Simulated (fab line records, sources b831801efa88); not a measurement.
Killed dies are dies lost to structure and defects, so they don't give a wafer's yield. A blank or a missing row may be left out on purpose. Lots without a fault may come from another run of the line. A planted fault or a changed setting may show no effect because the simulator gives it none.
fab line records | flow sky130 | part 1 of 2: steps 1 to 22 of 23
record lots=7 wafers=21 last_day=49
route steps=708 shown CAP2M@614 METAL4@621 PAD_OPEN@708
lots that met no fault: from a run of the same line without faults
start_h: hours from the record's first day to the start of the lot's first wafer shown | wait_h: hours since the lot's step before | " the same as in the row above | L1.1+2: a row that stands for several wafers | - no value, or no start given | * or withheld: withheld | < > ~ a bound
route shown NAME@n: a module of which the file shows steps, and the number in the route of the first | usual: mean/standard deviation of fault-free wafers | same: alike in all rows | chamber/n: place in a boat | sites: the reading at each site | _std_site: their standard deviation | _edge_site: outer sites' mean less inner sites' | radius_mm: how far each site lies from the wafer's centre | mask NAME#n: copy n | behind: the tool/chamber that last shaped the wafer | hold: why the lot was held/for how many hours/how that ended | device: the transistor (n, p or np) that didn't switch | end of line: the same wafers' tests at the end of the route | a step without rows: its recipe alone | killed: dies lost to structure and defects at the first sort, not the wafer's yield | map: a wafer's dies, x killed, . not, _ none there
set.NAME: the setting as run; set.NAME@STEP: as run at that earlier step | model.NAME: the simulator's own value behind a step, which no gauge read
lots at some steps of the route; a table a step, a row a wafer
services: from which hour (start_h, from the record's first day; less than 0 if before it) a tool's chamber was out of use, for how many hours, and why
## steps
# step SKY_CAP2M_DEVELOP_11
# recipe resist=NOVOLAK developer=TMAH develop_time_s=60 dev_temp_c=23
# step SKY_CAP2M_OVL_MEAS_12
# usual CAP2M_OVL=0.3/1.1
# columns lot.wafer tool chamber start_h wait_h CAP2M_OVL[nm]
L905.3 overlay-01 - 979.44 0.1 0.2
L905.4 " - " " 1.3
L905.5 " - " " 2.1
L904.1 overlay-01 - 982.71 0.1 2.0
L904.3 " - " " 1.1
L904.6 " - " " 0.0
L906.1 overlay-01 - 987.61 0.1 0.2
L906.2 " - " " -0.5
L906.6 " - " " -1.2
L907.1 overlay-02 - 993.18 0.1 1.2
L907.2 " - " " 0.8
L907.4 " - " " 0.1
L908.2 overlay-02 - 997.39 0.1 -1.6
L908.4 " - " " -0.8
L908.6 " - " " -1.6
L916.3 overlay-02 - 1055.73 0.1 0.8
L916.4 " - " " 0.1
L916.5 " - " " -0.2
L919.2 overlay-02 - 1065.57 0.1 0.4
L919.3 " - " " -0.6
L919.5 " - " " 1.2
# step SKY_CAP2M_METAL_ETCH_13
# recipe target_depth_nm=220 stop_on=SiO2 chemistry=Cl2/BCl3 target=TiN pressure_mtorr=10 icp_w=900 bias_w=48.5 Cl2_flow_sccm=60 bcl3_flow_sccm=30 time_s=62.9
# usual drypump_motor_current_A=5.5/0.45 oes_product_au=0.940/0.0068 rf_fwd_power_W=892/3.7 throttle_valve_pct=21.901/0.0098
# same time_s=62.9
# columns lot.wafer tool chamber start_h wait_h drypump_motor_current_A oes_product_au rf_fwd_power_W rf_hours_counter_h throttle_valve_pct
L905.3 rie_metal-03 1 979.49 0.0 5.2 0.941 890 - 21.901
L905.4 " 0 " " 5.8 0.933 888 - 21.915
L905.5 " 0 " " 5.8 0.944 890 - 21.919
L904.1 rie_metal-02 0 982.75 0.0 6.0 0.947 894 6 21.893
L904.3 " 1 " " 4.7 0.945 892 - 21.880
L904.6 " 0 " " 6.0 0.942 892 - 21.897
L906.1 rie_metal-04 0 987.65 0.0 6.1 0.934 899 15 21.894
L906.2 " 1 " " 5.0 0.949 894 9 21.889
L906.6 " 1 " " 5.0 0.946 892 - 21.902
L907.1 rie_metal-03 0 993.22 0.0 5.8 0.926 892 18 21.895
L907.2 " 1 " " 5.2 0.936 884 3 21.888
L907.4 " 0 " " 5.8 0.948 894 - 21.896
L908.2 rie_metal-03 1 997.42 0.0 5.2 0.942 885 3 21.900
L908.4 " 1 " " 5.3 0.927 896 - 21.907
L908.6 " 0 " " 5.8 0.941 897 - 21.895
L916.3 rie_metal-03 1 1055.80 0.1 5.2 0.941 889 - 21.893
L916.4 " 1 " " 5.2 0.939 887 - 21.897
L916.5 " 1 " " 5.2 0.940 886 - 21.889
L919.2 rie_metal-04 0 1065.60 0.0 6.1 0.939 900 19 21.908
L919.3 " 0 " " 6.1 0.934 894 - 21.915
L919.5 " 0 " " 6.1 0.933 901 - 21.893
# step SKY_CAP2M_STRIP_14
# recipe chemistry=O2/N2 power_w=1400 pressure_mtorr=1500 platen_temp_c=withheld o2_flow_sccm=3000 n2_flow_sccm=300 overash_fraction=0.5
# usual drypump_motor_current_A=5.9/0.46 oes_product_au=0.710/0.0049 strip_time_to_endpoint_s=12.63/0.049
# columns lot.wafer tool chamber start_h wait_h drypump_motor_current_A oes_product_au rf_hours_counter_h strip_time_to_endpoint_s
L905.3 plasma_asher-02 0 979.58 0.1 6.1 0.709 - 12.71
L905.4 " 1 " " 6.5 0.718 - 12.58
L905.5 " 1 " " 6.5 0.723 - 12.57
L904.1 plasma_asher-02 1 982.83 0.1 6.5 0.708 25 12.62
L904.3 " 0 " " 6.1 0.707 - 12.59
L904.6 " 1 " " 6.5 0.714 - 12.55
L906.1 plasma_asher-01 0 987.73 0.1 5.4 0.704 55 12.58
L906.2 " 1 " " 6.2 0.713 55 12.59
L906.6 " 0 " " 5.4 0.714 - 12.61
L907.1 plasma_asher-01 0 993.29 0.1 5.4 0.714 56 12.59
L907.2 " 1 " " 6.1 0.710 56 12.64
L907.4 " 0 " " 5.4 0.714 - 12.58
L908.2 plasma_asher-04 0 997.49 0.1 5.2 0.712 120 12.62
L908.4 " 1 " " 6.4 0.709 - 12.66
L908.6 " 0 " " 5.2 0.714 - 12.64
L916.3 plasma_asher-01 0 1055.94 0.1 5.4 0.710 - 12.70
L916.4 " 1 " " 6.1 0.710 - 12.69
L916.5 " 1 " " 6.1 0.715 - 12.68
L919.2 plasma_asher-04 1 1065.68 0.1 6.4 0.708 0 12.54
L919.3 " 1 " " 6.4 0.711 - 12.58
L919.5 " 0 " " 5.1 0.718 - 12.61
# step SKY_CAP2M_STRIP_15
# recipe chemistry=post_etch_residue_remover time_s=1200 temp_c=72.5
# step SKY_CAP2M_CLEAN_16
# recipe chemistry=IPA time_s=180 temp_c=25
# step SKY_CAP2M_CLEAN_17
# recipe chemistry=O3/DIW dry=n2_spin
# step SKY_METAL4_DEHYDRATE_05
# recipe temp_c=200 time_s=60
# step SKY_METAL4_HMDS_06
# recipe prime_time_s=60 prime_temp_c=120
# step SKY_METAL4_COAT_07
# recipe resist=BARC temp_c=withheld time_s=withheld spin_rpm=3000 resist_thk_nm=60
# step SKY_METAL4_COAT_08
# recipe resist=KrF-thick spin_rpm=3000 resist_thk_nm=1140
# step SKY_METAL4_SOFTBAKE_09
# recipe temp_c=100 time_s=90 resist=KrF-thick
# step SKY_METAL4_EXPOSE_10
# recipe mask_id=MM4 na=0.68 source_shape=annular sigma_inner=0.4 sigma_outer=0.8 target_cd_nm=300 dose_mj=28
# usual exposure_dose_mJ_cm2=27.996/0.027
# same sigma_outer=0.8
# columns lot.wafer tool chamber start_h wait_h mask exposure_dose_mJ_cm2
L905.3 krf_scanner-02 0 991.60 - MM4#0 28.015
L905.4 " 0 " " MM4#0 27.988
L905.5 " 0 " " MM4#0 27.983
L904.1 krf_scanner-02 0 995.31 - MM4#0 29.924
L904.3 " 0 " " MM4#0 29.972
L904.6 " 0 " " MM4#0 30.002
L906.1 krf_scanner-02 0 1000.03 - MM4#0 29.960
L906.2 " 0 " " MM4#0 29.940
L906.6 " 0 " " MM4#0 29.948
L907.1 krf_scanner-01 0 1006.16 - MM4#0 28.009
L907.2 " 0 " " MM4#0 28.028
L907.4 " 0 " " MM4#0 28.028
L908.2 krf_scanner-02 0 1009.61 - MM4#0 29.600
L908.4 " 0 " " MM4#0 29.598
L908.6 " 0 " " MM4#0 29.597
L916.3 krf_scanner-01 0 1066.95 - MM4#0 27.935
L916.4 " 0 " " MM4#0 27.995
L916.5 " 0 " " MM4#0 27.996
L919.2 krf_scanner-01 0 1077.63 - MM4#0 28.003
L919.3 " 0 " " MM4#0 27.958
L919.5 " 0 " " MM4#0 27.977
# step SKY_METAL4_PEB_11
# recipe peb_temp_c=withheld peb_time_s=withheld resist=KrF-thick
# step SKY_METAL4_DEVELOP_12
# recipe develop_time_s=60 resist=KrF-thick dev_temp_c=21
# step SKY_METAL4_CD_MEAS_13
# recipe target_cd_nm=300
# usual cd_nm=300.2/1.2
# columns lot.wafer tool chamber start_h wait_h cd_nm
L905.3 cd_sem-01 - 1003.30 - 301.0
L905.4 " - " " 302.2
L905.5 " - " " 301.3
L904.1 cd_sem-01 - 1007.06 - 287.5
L904.3 " - " " 287.2
L904.6 " - " " 286.3
L906.1 cd_sem-01 - 1011.33 - 287.6
L906.2 " - " " 286.7
L906.6 " - " " 287.1
L907.1 cd_sem-02 - 1017.28 - 300.4
L907.2 " - " " 300.1
L907.4 " - " " 299.4
L908.2 cd_sem-01 - 1020.83 - 292.1
L908.4 " - " " 291.5
L908.6 " - " " 289.5
L916.3 cd_sem-01 - 1078.00 - 301.0
L916.4 " - " " 299.8
L916.5 " - " " 301.7
L919.2 cd_sem-02 - 1087.38 - 300.0
L919.3 " - " " 299.9
L919.5 " - " " 301.1
# step SKY_METAL4_OVL_MEAS_14
# usual METAL4_OVL=1/5.7
# columns lot.wafer tool chamber start_h wait_h METAL4_OVL[nm]
L905.3 overlay-01 - 1003.39 0.1 -7
L905.4 " - " " 3
L905.5 " - " " -3
L904.1 overlay-02 - 1007.18 0.1 6
L904.3 " - " " 4
L904.6 " - " " -1
L906.1 overlay-02 - 1011.45 0.1 -2
L906.2 " - " " -14
L906.6 " - " " -6
L907.1 overlay-01 - 1017.40 0.1 12
L907.2 " - " " 2
L907.4 " - " " 6
L908.2 overlay-01 - 1020.94 0.1 2
L908.4 " - " " 10
L908.6 " - " " -2
L916.3 overlay-02 - 1078.10 0.1 -3
L916.4 " - " " -1
L916.5 " - " " -2
L919.2 overlay-01 - 1087.49 0.1 3
L919.3 " - " " 3
L919.5 " - " " 1
# step SKY_METAL4_DESCUM_15
# recipe chemistry=O2 source_power_w=150 bias_power_w=0 pressure_mtorr=10 temp_c=40 time_s=8
# usual drypump_motor_current_A=5.5/0.54 oes_product_au=1.002/0.0088 rf_fwd_power_W=147.5/0.79
# same time_s=8
# columns lot.wafer tool chamber start_h wait_h drypump_motor_current_A oes_product_au rf_fwd_power_W rf_hours_counter_h model.METAL4.cd_nm
L905.3 rie_metal-01 0 1003.43 0.0 5.6 1.023 147.6 - 301.7
L905.4 " 1 " " 5.1 0.996 147.9 - 301.7
L905.5 " 1 " " 5.1 1.009 147.8 - 300.9
L904.1 rie_metal-04 1 1007.22 0.0 5.0 1.004 147.2 10 287
L904.3 " 0 " " 6.1 1.009 148.4 - 286.5
L904.6 " 0 " " 6.1 1.015 148.1 - 286
L906.1 rie_metal-02 0 1011.49 0.0 6.0 1.011 147.6 8 286.9
L906.2 " 1 " " 4.7 0.990 146.8 13 286.7
L906.6 " 0 " " 6.0 1.017 147.0 - 286.6
L907.1 rie_metal-04 1 1017.44 0.0 5.0 1.001 146.3 10 299.8
L907.2 " 0 " " 6.1 0.999 147.9 16 299.9
L907.4 " 1 " " 5.1 1.003 146.2 - 299.1
L908.2 rie_metal-04 0 1020.97 0.0 6.1 0.999 149.0 16 291.2
L908.4 " 0 " " 6.1 1.001 148.7 - 291.2
L908.6 " 1 " " 5.0 1.001 147.1 - 289.6
L916.3 rie_metal-01 1 1078.13 0.0 5.0 0.993 148.7 - 300.3
L916.4 " 0 " " 5.6 0.998 148.3 - 299.9
L916.5 " 0 " " 5.6 1.007 148.2 - 301.3
L919.2 rie_metal-04 0 1087.52 0.0 6.1 1.014 148.6 21 299.6
L919.3 " 0 " " 6.1 1.011 148.4 - 299.1
L919.5 " 0 " " 6.1 1.001 147.9 - 300.5
# step SKY_METAL4_ETCH_16
# recipe chemistry=N2/H2 target=BARC ion_energy_ev=194.8 bias_w=100 pressure_mtorr=30 n2_flow_sccm=100 h2_flow_sccm=200 icp_w=500 stop_on=SiO2 time_s=88.2 target_depth_a=600
# usual drypump_motor_current_A=5.5/0.54 oes_product_au=0.625/0.0046 rf_fwd_power_W=497.2/1.7 throttle_valve_pct=13.207/0.0095
# same time_s=88.2
# columns lot.wafer tool chamber start_h wait_h drypump_motor_current_A oes_product_au rf_fwd_power_W rf_hours_counter_h throttle_valve_pct
L905.3 rie_metal-01 0 1003.48 0.0 5.6 0.626 498.0 - 13.214
L905.4 " 1 " " 5.0 0.624 496.1 - 13.214
L905.5 " 1 " " 5.0 0.624 497.4 - 13.215
L904.1 rie_metal-04 1 1007.25 0.0 5.1 0.625 493.6 10 13.200
L904.3 " 0 " " 6.1 0.626 498.7 - 13.213
L904.6 " 0 " " 6.1 0.620 496.5 - 13.219
L906.1 rie_metal-02 0 1011.52 0.0 6.0 0.626 498.4 8 13.202
L906.2 " 1 " " 4.7 0.618 496.3 13 13.188
L906.6 " 0 " " 6.0 0.619 500.3 - 13.203
L907.1 rie_metal-04 1 1017.47 0.0 5.1 0.621 496.8 10 13.209
L907.2 " 0 " " 6.1 0.628 497.4 16 13.220
L907.4 " 1 " " 5.1 0.625 495.6 - 13.215
L908.2 rie_metal-04 0 1021.00 0.0 6.1 0.625 498.1 16 13.202
L908.4 " 0 " " 6.1 0.631 495.0 - 13.200
L908.6 " 1 " " 5.1 0.629 495.0 - 13.208
L916.3 rie_metal-01 1 1078.18 0.0 5.1 0.626 499.0 - 13.206
L916.4 " 0 " " 5.6 0.627 497.0 - 13.208
L916.5 " 0 " " 5.6 0.633 499.1 - 13.208
L919.2 rie_metal-04 0 1087.55 0.0 6.1 0.627 501.8 21 13.213
L919.3 " 0 " " 6.1 0.625 500.5 - 13.204
L919.5 " 0 " " 6.1 0.629 501.7 - 13.214
# step SKY_METAL4_ETCH_17
# recipe target=SiO2 stop_on=TiN chemistry=C4F8/O2/Ar source_w=1500 bias_w=1200 pressure_mtorr=40 c4f8_flow_sccm=withheld O2_flow_sccm=6 Ar_flow_sccm=300 time_s=3.9 target_depth_a=150
# usual oes_product_au=0.753/0.007 rf_fwd_power_W=1469/6.7
# same time_s=3.9
# columns lot.wafer tool chamber start_h wait_h oes_product_au rf_fwd_power_W rf_hours_counter_h
L905.3 rie_diel-02 3 1003.55 0.0 0.744 1470 23
L905.4 " 0 " " 0.760 1474 11
L905.5 " 2 " " 0.760 1464 -
L904.1 rie_diel-03 2 1007.35 0.1 0.747 1473 5
L904.3 " 1 " " 0.748 1464 19
L904.6 " 1 " " 0.748 1462 -
L906.1 rie_diel-01 3 1011.62 0.1 0.744 1466 14
L906.2 " 2 " " 0.752 1474 10
L906.6 " 1 " " 0.753 1473 -
L907.1 rie_diel-02 3 1017.57 0.1 0.746 1469 23
L907.2 " 0 " " 0.739 1473 12
L907.4 " 1 " " 0.753 1470 25
L908.2 rie_diel-01 0 1021.10 0.1 0.747 1470 17
L908.4 " 1 " " 0.746 1472 13
L908.6 " 3 " " 0.748 1481 -
L916.3 rie_diel-02 0 1078.25 0.0 0.753 1471 14
L916.4 " 2 " " 0.754 1463 20
L916.5 " 3 " " 0.755 1464 -
L919.2 rie_diel-02 3 1087.65 0.1 0.758 1470 26
L919.3 " 0 " " 0.749 1476 14
L919.5 " 0 " " 0.766 1478 -
# step SKY_METAL4_METAL_ETCH_18
# recipe target_depth_a=8450 stop_on=SiO2 over_etch_frac=0.3 time_s=183.1 chemistry=Cl2/BCl3 resist_sidewall_deg=88 pressure_mtorr=10 icp_w=900 bias_w=48.5 Cl2_flow_sccm=60 bcl3_flow_sccm=30
# usual drypump_motor_current_A=5.4/0.51 oes_product_au=0.868/0.0066 rf_fwd_power_W=897.7/2.8 throttle_valve_pct=22.264/0.0084
# same time_s=183.1
# columns lot.wafer tool chamber start_h wait_h drypump_motor_current_A oes_product_au rf_fwd_power_W rf_hours_counter_h throttle_valve_pct model.METAL4.cd_nm
L905.3 rie_metal-02 0 1003.63 0.1 6.0 0.871 898.7 - 22.253 302.9
L905.4 " 1 " " 4.7 0.867 900.1 - 22.264 307.5
L905.5 " 0 " " 6.0 0.878 897.0 - 22.256 299.9
L904.1 rie_metal-02 0 1007.37 0.0 6.0 0.862 901.3 7 22.270 286.9
L904.3 " 1 " " 4.7 0.865 895.7 - 22.266 291.4
L904.6 " 1 " " 4.7 0.853 900.2 - 22.259 288.5
L906.1 rie_metal-01 1 1011.64 0.0 5.1 0.871 896.8 13 22.257 276.2
L906.2 " 0 " " 5.6 0.858 895.1 18 22.271 286.6
L906.6 " 0 " " 5.5 0.858 899.1 - 22.262 282.7
L907.1 rie_metal-01 0 1017.59 0.0 5.6 0.874 892.2 19 22.266 301.9
L907.2 " 1 " " 5.1 0.870 895.4 14 22.250 290.4
L907.4 " 0 " " 5.6 0.890 896.5 - 22.272 300
L908.2 rie_metal-02 0 1021.12 0.0 6.0 0.869 898.7 8 22.260 288.6
L908.4 " 1 " " 4.7 0.862 895.5 - 22.261 295
L908.6 " 0 " " 5.9 0.858 901.7 - 22.260 289.8
L916.3 rie_metal-04 1 1078.33 0.1 5.1 0.871 900.6 - 22.269 301.8
L916.4 " 0 " " 6.1 0.858 898.8 - 22.271 300.6
L916.5 " 0 " " 6.1 0.865 902.7 - 22.269 303.6
L919.2 rie_metal-01 0 1087.67 0.0 5.6 0.858 895.1 24 22.267 301
L919.3 " 0 " " 5.6 0.866 894.2 - 22.254 301
L919.5 " 0 " " 5.6 0.869 896.2 - 22.265 301.5
# step SKY_METAL4_STRIP_19
# recipe chemistry=O2/N2 power_w=1400 pressure_mtorr=1500 platen_temp_c=withheld o2_flow_sccm=3000 n2_flow_sccm=300 overash_fraction=0.5
# usual drypump_motor_current_A=5.8/0.5 oes_product_au=0.502/0.006 strip_time_to_endpoint_s=6.54/0.095
# columns lot.wafer tool chamber start_h wait_h drypump_motor_current_A oes_product_au rf_hours_counter_h strip_time_to_endpoint_s
L905.3 plasma_asher-04 0 1003.78 0.1 5.1 0.494 - 6.44
L905.4 " 1 " " 6.3 0.504 - 6.60
L905.5 " 1 " " 6.3 0.499 - 6.35
L904.1 plasma_asher-04 1 1007.55 0.1 6.4 0.490 121 6.45
L904.3 " 1 " " 6.4 0.505 - 6.63
L904.6 " 0 " " 5.1 0.503 - 6.62
L906.1 plasma_asher-03 1 1011.81 0.1 5.6 0.509 90 6.57
L906.2 " 0 " " 5.3 0.504 90 6.48
L906.6 " 0 " " 5.3 0.490 - 6.42
L907.1 plasma_asher-03 0 1017.76 0.1 5.3 0.497 91 6.39
L907.2 " 1 " " 5.6 0.503 91 6.55
L907.4 " 1 " " 5.5 0.489 - 6.34
L908.2 plasma_asher-03 0 1021.30 0.1 5.3 0.491 91 6.39
L908.4 " 1 " " 5.5 0.495 - 6.54
L908.6 " 0 " " 5.3 0.505 - 6.42
L916.3 plasma_asher-02 0 1078.48 0.1 6.0 0.505 - 6.53
L916.4 " 1 " " 6.5 0.491 - 6.45
L916.5 " 1 " " 6.5 0.498 - 6.43
L919.2 plasma_asher-03 1 1087.85 0.1 5.5 0.503 98 6.48
L919.3 " 1 " " 5.5 0.510 - 6.51
L919.5 " 0 " " 5.3 0.495 - 6.45
## key
first_sign step=SKY_METAL4_EXPOSE_10 reading=exposure_dose_mJ_cm2 direction=up sigmas=69 usual=* struck=*
effect step=SKY_METAL4_CD_MEAS_13 reading=cd_nm direction=down sigmas=9.8 usual=300.2 struck=288.4 through=control_loop
model_effect step=SKY_METAL4_DESCUM_15 value=METAL4.cd_nm without=299.4 struck=288
model_effect step=SKY_METAL4_METAL_ETCH_18 value=METAL4.cd_nm without=298.8 struck=287.3
model_effect step=SKY_PAD_OPEN_PROBE_99 value=etest.met4.width_nm without=299.1 struck=287.6
met_at SKY_METAL4_EXPOSE_10
struck_wafers L904.1,L904.3,L904.6,L906.1,L906.2,L906.6,L908.2,L908.4,L908.6
loop_trim step=SKY_METAL4_EXPOSE_10 setting=dose lots=L908
onset_between 991.60 995.31
fault kind=process_parameter_drift tool=krf_scanner-02 chamber=- onset_h=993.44 steps=SKY_METAL4_EXPOSE_10 channel=dose_mj offset=1.9776 shape=step acts_in=these_recipes_only stated=28
# loop_trim: a control loop set the setting to another value than it would have without faults
